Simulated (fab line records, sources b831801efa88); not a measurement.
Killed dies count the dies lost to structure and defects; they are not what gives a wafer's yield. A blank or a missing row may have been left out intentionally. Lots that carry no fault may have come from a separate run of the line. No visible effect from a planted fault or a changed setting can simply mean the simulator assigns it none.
Problem report in the 8D (eight disciplines) form, filled by code ; flow gf180mcu ; the parts of the form that need people (team, actions taken, sign-off) are left out

1. THE ISSUE
Wafers free of any fault read 853 nm (standard deviation 14) for V2_CVD_02_THK at GF_V2_THK_MEAS_03, against a mean of 1606 nm on 2 wafers of 2 lots. That is +54 standard deviations from the usual mean.
First seen on wafer L910.6, day 21 09:58, on film-metro-02. The record holds 35 wafers of 12 lots with a number at this step. Rule for "out" (also "out of limits"): further than 4 standard deviations from the usual mean. The rest of the wafers with a number are treated as sound.

2. WHAT IT IS AND WHAT IT IS NOT
question;is;is not
which readings at this step;V2_CVD_02_THK;-
which lots;L910, L912;L905, L907, L908, L919, L920, L922, L923, L925, L926, L927
which wafers of those lots;L910.6, L912.2;L910.3, L910.4, L912.3
read on which gauges;film-metro-02, film-metro-04;film-metro-03
when;from day 21 09:58;"up to then (11 sound wafers); but 22 sound wafers of L912, L919, L920, L922, L923, L925, L926, L927 came after"

3. THE SUSPECTS, EACH WITH WHAT RULES IT OUT
Counting: if a tool at a process step up to the reading ran every lot that is out, it stays a suspect. Sound lots after the first of them don't rule it out here, since some wafers of a struck lot are sound.
- the gauge at GF_V2_THK_MEAS_03: ruled out. The wafers that are out were read on 2 gauges (film-metro-02, film-metro-04).
- pecvd-04 at GF_V2_CVD_02 (deposits SiO2 from TEOS, target thk 850 nm, time 94.851 s): kept. Ran every lot that is out, first one L910 (day 21 09:53); last sound lot up to then L908 (day 20 14:18).
- pecvd-04, GF_V2_CVD_02: wafers that are out in chamber 2, sound lot-mates in chambers 0, 1.
Remaining after the count: pecvd-04 at GF_V2_CVD_02.

4. THE CAUSE (what the simulator had put in)
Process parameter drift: pecvd-04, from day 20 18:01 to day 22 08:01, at GF_V2_CVD_02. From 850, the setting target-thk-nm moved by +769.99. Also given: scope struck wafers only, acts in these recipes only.
After counting, this tool was the only one left.

5. THE CHAIN OF EFFECTS, in route order
Each row: a reading whose mean over the struck wafers that have a number lies more than 3 standard deviations from the usual. Only readings for which the record gives a usual standard deviation are gone through. hours: the time from each lot's start at the first step in this table that gives one to its start at this step, as a median over the lots. sigmas: the change in usual standard deviations.
hours;step;reading;usual;on struck wafers;change;sigmas
0;GF_V2_THK_MEAS_03;V2_CVD_02_THK;853 nm;1606;+752;+54
0;GF_V2_CMP_04;time-to-endpoint-s;80 s;362;+282;+38
The process steps in it:
- GF_V2_CMP_04: polishes SiO2.
At these later measuring or inspecting steps, every struck wafer for which the step has a row has a number for every such reading, and none has moved that far: GF_V4_BOW_MEAS_05.

6. HOW IT WOULD HAVE BEEN CAUGHT EARLIER
Counted from the fault's start at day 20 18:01, it took 16 hours until the first out-of-limits reading at a measuring or inspecting step in this record, taken at day 21 09:58.
Of the tool readings at GF_V2_CVD_02 for which the record gives a usual standard deviation, none was out on any struck wafer, so an alarm limit of 4 standard deviations on them would not have fired.
Lots out: 2; of these, L912 started GF_V2_CVD_02 on pecvd-04 after day 21 09:58. Had the tool been put on hold then, it would have been spared.
